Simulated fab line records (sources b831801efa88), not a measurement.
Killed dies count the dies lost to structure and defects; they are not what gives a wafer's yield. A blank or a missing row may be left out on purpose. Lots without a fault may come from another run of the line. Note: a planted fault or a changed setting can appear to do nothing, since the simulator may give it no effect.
Chamber matching || flow sky130 || 4 sister chambers for SKY_METAL4_ETCH_17 on rie-diel-03
The step etches SiO2 in C4F8/O2/Ar, stops on TiN, time 3.9 s, target depth 15 nm. 8 wafers are shown with their chamber, then 10 later ones without.

WAFERS WITH THEIR CHAMBER
{"wafer": "L082.5", "chamber": 3, "oes-product-au (a.u.)": 0.757}
{"wafer": "L086.2", "chamber": 3, "oes-product-au (a.u.)": 0.754}
{"wafer": "L086.5", "chamber": 0, "oes-product-au (a.u.)": 0.758}
{"wafer": "L087.3", "chamber": 2, "oes-product-au (a.u.)": 0.755}
{"wafer": "L087.5", "chamber": 0, "oes-product-au (a.u.)": 0.762}
{"wafer": "L087.6", "chamber": 1, "oes-product-au (a.u.)": 0.753}
{"wafer": "L088.1", "chamber": 2, "oes-product-au (a.u.)": 0.746}
{"wafer": "L088.4", "chamber": 1, "oes-product-au (a.u.)": 0.740}

WAFERS MISSING THEIR CHAMBER
{"wafer": "L088.6", "oes-product-au (a.u.)": 0.749}
{"wafer": "L091.1", "oes-product-au (a.u.)": 0.761}
{"wafer": "L091.2", "oes-product-au (a.u.)": 0.743}
{"wafer": "L091.3", "oes-product-au (a.u.)": 0.757}
{"wafer": "L091.4", "oes-product-au (a.u.)": 0.768}
{"wafer": "L091.5", "oes-product-au (a.u.)": 0.752}
{"wafer": "L091.6", "oes-product-au (a.u.)": 0.755}
{"wafer": "L095.1", "oes-product-au (a.u.)": 0.749}
{"wafer": "L095.2", "oes-product-au (a.u.)": 0.764}
{"wafer": "L095.4", "oes-product-au (a.u.)": 0.766}

CHAMBER TAKEN BY EACH
{"wafer": "L088.6", "from the rows above": "can't be placed: 2 or 1 or 3 or 0", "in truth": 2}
{"wafer": "L091.1", "from the rows above": "can't be placed: 0 or 3 or 2", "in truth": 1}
{"wafer": "L091.2", "from the rows above": "can't be placed: 1 or 2 or 3", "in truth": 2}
{"wafer": "L091.3", "from the rows above": "can't be placed: 3 or 0 or 2 or 1", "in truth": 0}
{"wafer": "L091.4", "from the rows above": "can't be placed: 0 or 3 or 2", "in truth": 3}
{"wafer": "L091.5", "from the rows above": "can't be placed: 2 or 3 or 1 or 0", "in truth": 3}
{"wafer": "L091.6", "from the rows above": "can't be placed: 3 or 2 or 0 or 1", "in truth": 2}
{"wafer": "L095.1", "from the rows above": "can't be placed: 2 or 1 or 3 or 0", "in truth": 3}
{"wafer": "L095.2", "from the rows above": "can't be placed: 0 or 3 or 2", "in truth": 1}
{"wafer": "L095.4", "from the rows above": "can't be placed: 0 or 3 or 2", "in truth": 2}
Correctly placed: 0 of 10. From these rows, 10 cannot be placed; in 8 the true chamber is one of the candidates. 0 placed wrongly.
How it was worked out, from the rows above alone: a wafer's distance from a chamber is the root of the sum, over the readings, of the square of ((its reading less the chamber's mean) divided by the reading's scatter). If the next closest chamber is less than 2 further off than the closest, the wafer can't be placed; otherwise it belongs to the closest. A chamber's mean is the mean of its shown wafers. The scatter: take each reading less its chamber's mean, square it, sum over the shown wafers, divide by the number of wafers less the number of chambers, and take the root.
